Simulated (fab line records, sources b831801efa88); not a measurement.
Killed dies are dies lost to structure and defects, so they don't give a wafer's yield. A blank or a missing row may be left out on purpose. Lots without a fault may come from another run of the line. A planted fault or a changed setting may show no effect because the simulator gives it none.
Which tool did it? | flow gf180mcu | 11 lots, 33 wafers sampled, at 2 steps of a route of 602

WHAT THE GAUGES READ, wafer by wafer
GF_V4_RS_MEAS_24: measures by four-point-probe.
lot  | measured     | on            | V4_W_RS (ohm/sq)
L453 | day 24 09:37 | film_metro-02 | 0.328 0.322 0.326
L454 | day 24 19:10 | film_metro-04 | 0.320 0.325 0.322
L455 | day 25 07:21 | film_metro-03 | 0.325 0.326 0.327
L456 | day 25 17:24 | film_metro-04 | 0.331 0.329 0.331
L459 | day 27 03:41 | film_metro-02 | 0.329 0.326 0.327
L461 | day 27 10:31 | film_metro-03 | 0.330 0.323 0.324
L470 | day 30 04:10 | film_metro-03 | 0.334 0.331 0.328
L472 | day 30 09:44 | film_metro-02 | 0.327 0.322 0.322
L471 | day 30 14:10 | film_metro-04 | 0.330 0.328 0.329
L473 | day 30 22:37 | film_metro-04 | 0.330 0.325 0.326
L474 | day 31 02:35 | film_metro-03 | 0.330 0.329 0.329

WHICH TOOL RAN EACH LOT (tool, then ch and the chambers of the sampled wafers, then the start)
lot  | GF_V4_CMP_04
L453 | cmp-01 ch 0,1,2, day 23 09:06
L454 | cmp-02 ch 0,1,3, day 23 19:31
L455 | cmp-01 ch 0,2,3, day 24 08:01
L456 | cmp-01 ch 0,2,3, day 24 18:23
L459 | cmp-01 ch 0,1, day 26 05:49
L461 | cmp-01 ch 0,1,2, day 26 12:41
L470 | cmp-02 ch 1,3, day 29 08:26
L472 | cmp-01 ch 1,2,3, day 29 14:05
L471 | cmp-01 ch 0,1,3, day 29 19:05
L473 | cmp-01 ch 0,2,3, day 30 03:17
L474 | cmp-01 ch 0,3, day 30 07:57
- GF_V4_CMP_04: polishes SiO2.

THE ANSWER, worked out from the rows above alone
Rule: what is usual is taken from the lots themselves. Put in order of their means at a reading, lots are off if they are a third of the lots or fewer, leave a main group of 4 or more, and stand apart from it by a gap of 3 or more times the standard deviation of the main group's means; of several such gaps the widest counts. A main group whose means are all the same, to the digits that the tables above print for the reading, isn't used. A lot without any number at a reading at which 4 lots or more have one is off too. The other lots that the step has rows for count as sound.
No lot is off at any reading shown: from this, nothing can be told.

WHAT THE SIMULATOR HAD PUT IN
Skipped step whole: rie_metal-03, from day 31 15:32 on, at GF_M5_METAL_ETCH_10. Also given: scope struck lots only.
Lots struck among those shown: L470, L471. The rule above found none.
